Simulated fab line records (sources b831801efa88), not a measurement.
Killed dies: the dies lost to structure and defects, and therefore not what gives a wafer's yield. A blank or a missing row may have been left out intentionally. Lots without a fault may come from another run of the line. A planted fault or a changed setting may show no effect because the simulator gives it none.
Which tool did it? / flow sky130 / 33 wafers from 11 lots sampled at 3 of the route's 708 steps

## WHAT THE GAUGES SHOWED, per wafer
SKY_CONTACT_RS_MEAS_25: uses a four-point probe to measure.
lot=L787; measured=day 31 23:00; on=film metro-01; CONTACT_W_RS (ohm/sq)=0.342 0.339 0.344
lot=L790; measured=day 32 16:02; on=film metro-01; CONTACT_W_RS (ohm/sq)=0.345 0.342 0.340
lot=L792; measured=day 33 09:37; on=film metro-04; CONTACT_W_RS (ohm/sq)=0.344 0.341 0.340
lot=L793; measured=day 33 18:19; on=film metro-04; CONTACT_W_RS (ohm/sq)=0.343 0.344 0.340
lot=L797; measured=day 34 23:30; on=film metro-04; CONTACT_W_RS (ohm/sq)=0.333 0.322 0.327
lot=L802; measured=day 36 15:43; on=film metro-04; CONTACT_W_RS (ohm/sq)=0.342 0.340 0.235
lot=L803; measured=day 36 22:22; on=film metro-02; CONTACT_W_RS (ohm/sq)=0.342 0.240 0.341
lot=L804; measured=day 37 00:59; on=film metro-01; CONTACT_W_RS (ohm/sq)=0.340 0.328 0.325
lot=L805; measured=day 37 02:17; on=film metro-01; CONTACT_W_RS (ohm/sq)=0.343 0.236 0.235
lot=L808; measured=day 38 04:13; on=film metro-01; CONTACT_W_RS (ohm/sq)=0.340 0.326 0.324
lot=L809; measured=day 38 12:50; on=film metro-01; CONTACT_W_RS (ohm/sq)=0.338 0.328 0.337

## EACH LOT AND THE TOOL THAT RAN IT (in order: tool; ch and the chambers of the sampled wafers; start)
lot=L787; SKY_VT_ADJUST_NCORE_STRIP_10=plasma asher-01 ch 0,1, day 8 23:32; SKY_CONTACT_CVD_24=cvd w-02 ch 1, day 31 22:53
lot=L790; SKY_VT_ADJUST_NCORE_STRIP_10=plasma asher-01 ch 0,1, day 9 13:33; SKY_CONTACT_CVD_24=cvd w-02 ch 0,1, day 32 15:55
lot=L792; SKY_VT_ADJUST_NCORE_STRIP_10=plasma asher-04 ch 0,1, day 10 03:17; SKY_CONTACT_CVD_24=cvd w-02 ch 0,1, day 33 09:31
lot=L793; SKY_VT_ADJUST_NCORE_STRIP_10=plasma asher-01 ch 0,1, day 10 10:31; SKY_CONTACT_CVD_24=cvd w-02 ch 0,1, day 33 18:13
lot=L797; SKY_VT_ADJUST_NCORE_STRIP_10=plasma asher-04 ch 0,1, day 11 09:44; SKY_CONTACT_CVD_24=cvd w-01 ch 0,1, day 34 23:23
lot=L802; SKY_VT_ADJUST_NCORE_STRIP_10=plasma asher-04 ch 0,1, day 13 04:13; SKY_CONTACT_CVD_24=cvd w-02 ch 0,1, day 36 15:35
lot=L803; SKY_VT_ADJUST_NCORE_STRIP_10=plasma asher-03 ch 0,1, day 13 06:05; SKY_CONTACT_CVD_24=cvd w-02 ch 0,1, day 36 22:16
lot=L804; SKY_VT_ADJUST_NCORE_STRIP_10=plasma asher-01 ch 0,1, day 13 09:26; SKY_CONTACT_CVD_24=cvd w-01 ch 0,1, day 37 00:53
lot=L805; SKY_VT_ADJUST_NCORE_STRIP_10=plasma asher-03 ch 0,1, day 13 16:09; SKY_CONTACT_CVD_24=cvd w-02 ch 0,1, day 37 02:11
lot=L808; SKY_VT_ADJUST_NCORE_STRIP_10=plasma asher-01 ch 0,1, day 14 15:29; SKY_CONTACT_CVD_24=cvd w-01 ch 0,1, day 38 04:06
lot=L809; SKY_VT_ADJUST_NCORE_STRIP_10=plasma asher-04 ch 0,1, day 15 00:28; SKY_CONTACT_CVD_24=cvd w-01 ch 0,1, day 38 12:43
- SKY_VT_ADJUST_NCORE_STRIP_10: strips in O2/N2.
- SKY_CONTACT_CVD_24: deposits W, target thk 340 nm, time 102.12 s.

## THE ANSWER, worked out from the rows above alone
Rule: the lots themselves supply what counts as usual. The widest of any qualifying gaps counts: lots, ordered by their means at a reading, are off when they make up no more than a third of the lots, leave a main group of 4 or more, and stand apart from it by 3 or more times the standard deviation of that group's means. A main group is skipped when, at the precision printed for the reading in the tables above, its means are all equal. A lot without any number at a reading at which 4 lots or more have one is off too. The other lots that the step has rows for count as sound.
Off: L802, L803, L805, at SKY_CONTACT_RS_MEAS_25 (CONTACT_W_RS). The main group has a mean of 0.336 ohm/sq with a standard deviation of 0.0059.
A tool fits if, at a process step before that reading, it ran every lot that is off, and no sound lot after the first of them. Those tools and the gauges at SKY_CONTACT_RS_MEAS_25 are tried in the same way. One candidate fits, namely cvd w-02 at SKY_CONTACT_CVD_24. Its last sound lot is L793 (day 33 18:13), its first lot that is off L802 (day 36 15:35): a fault that began between those two fits.

## WHAT THE SIMULATOR PUT IN
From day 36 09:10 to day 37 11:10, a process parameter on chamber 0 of cvd w-02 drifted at SKY_CONTACT_CVD_24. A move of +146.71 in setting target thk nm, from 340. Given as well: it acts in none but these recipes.
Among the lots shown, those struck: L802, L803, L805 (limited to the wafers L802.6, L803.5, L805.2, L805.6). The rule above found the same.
